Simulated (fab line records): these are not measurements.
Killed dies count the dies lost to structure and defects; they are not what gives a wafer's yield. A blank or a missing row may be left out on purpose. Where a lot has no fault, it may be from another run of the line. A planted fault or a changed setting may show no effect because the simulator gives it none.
The same fault as seen by 2 desks / flow sky130 / numbers are kept per desk, each desk with only its own; the story behind them comes last

AT THE METROLOGY DESK
Lot by lot, what the gauges showed, no matter which tool ran the lot: averages of those sampled wafers that carry a number. Marked OUT: a lot whose mean sits more than 4 standard deviations from the usual mean, which makes it out of limits; the brackets give that distance.
Columns: A = METAL1_OVL at SKY_METAL1_OVL_MEAS_16, usual 4 nm; B = cd_nm at SKY_METAL2_CD_MEAS_15, usual 140.0 nm
lot=L792; first seen here=day 33 22:16; A=10; B=139.9
lot=L793; first seen here=day 34 02:54; A=3; B=140.9
lot=L794; first seen here=day 34 05:33; A=12; B=141.1
lot=L795; first seen here=day 34 16:22; A=6; B=139.5
lot=L799; first seen here=day 35 14:09; A=4; B=137.9
lot=L800; first seen here=day 35 18:48; A=8; B=141.9
lot=L806; first seen here=day 37 18:15; A=4; B=141.2
lot=L808; first seen here=day 38 06:53; A=2; B=140.3
lot=L809; first seen here=day 38 10:31; A=2; B=139.2
lot=L810; first seen here=day 38 23:40; A=5; B=138.7
lot=L812; first seen here=day 39 07:26; A=1; B=142.4
lot=L813; first seen here=day 39 11:05; A=3; B=139.0
Result from this desk: across the 12 lots, nothing is out of limits.

AT THE TOOL OWNER'S DESK: rie_diel-02
The tool's own readings at SKY_PASSIVATION_ETCH_11 (etches the open film in CF4/O2, stops on AlCu, target depth 725 nm, time 161.1 s): means of the sampled wafers that have a number, for each lot that ran on this tool. Marked OUT: a lot whose mean sits more than 4 standard deviations from the usual mean, which makes it out of limits; the brackets give that distance.
Columns: A = bias_w at SKY_PASSIVATION_ETCH_11, usual 150.0 W; B = drypump_motor_current_A at SKY_PASSIVATION_ETCH_11, usual 5.9 A; C = oes_product_au at SKY_PASSIVATION_ETCH_11, usual 0.974 a.u.; D = run_length_s at SKY_PASSIVATION_ETCH_11, usual 189.4 s; E = throttle_valve_pct at SKY_PASSIVATION_ETCH_11, usual 5.964 %
lot=L792; first seen here=day 45 17:23; A=150.1; B=5.1; C=0.974; D=189.6; E=5.970
lot=L793; first seen here=day 45 18:43; A=150.2; B=5.9; C=0.971; D=189.9; E=5.963
lot=L800; first seen here=day 47 04:10; A=149.7; B=5.9; C=0.980; D=190.2; E=5.962
lot=L806; first seen here=day 48 16:42; A=149.9; B=5.6; C=0.944 (-4.3) OUT; D=195.8 (+11) OUT; E=5.958
lot=L808; first seen here=day 49 03:04; A=150.2; B=5.6; C=0.929 (-6.5) OUT; D=202.1 (+22) OUT; E=5.954
lot=L809; first seen here=day 49 05:19; A=150.0; B=5.7; C=0.962; D=196.4 (+12) OUT; E=5.963
Finding of this desk: L806, L808, L809 out of limits; the first was L806 at day 48 16:42, on oes_product_au at SKY_PASSIVATION_ETCH_11. L792, L793, L800: within limits.

BROUGHT TOGETHER
The tool owner's desk could have raised an alarm at day 48 16:42, on L806, L808, L809.
Nothing out of limits was seen by the metrology desk.
The metrology desk holds a record of L806, L808, L809, inside its limits.
All the named lots went through SKY_PASSIVATION_ETCH_11 on rie_diel-02.

WHAT WAS PUT IN BY THE SIMULATOR
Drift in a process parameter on rie_diel-02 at SKY_PASSIVATION_ETCH_11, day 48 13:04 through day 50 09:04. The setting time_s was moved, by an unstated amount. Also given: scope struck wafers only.
Struck lots among those shown: L806, L808, L809.
Time in hours from fault onset to the first out-of-limits reading at each desk: the tool owner's desk, 4.
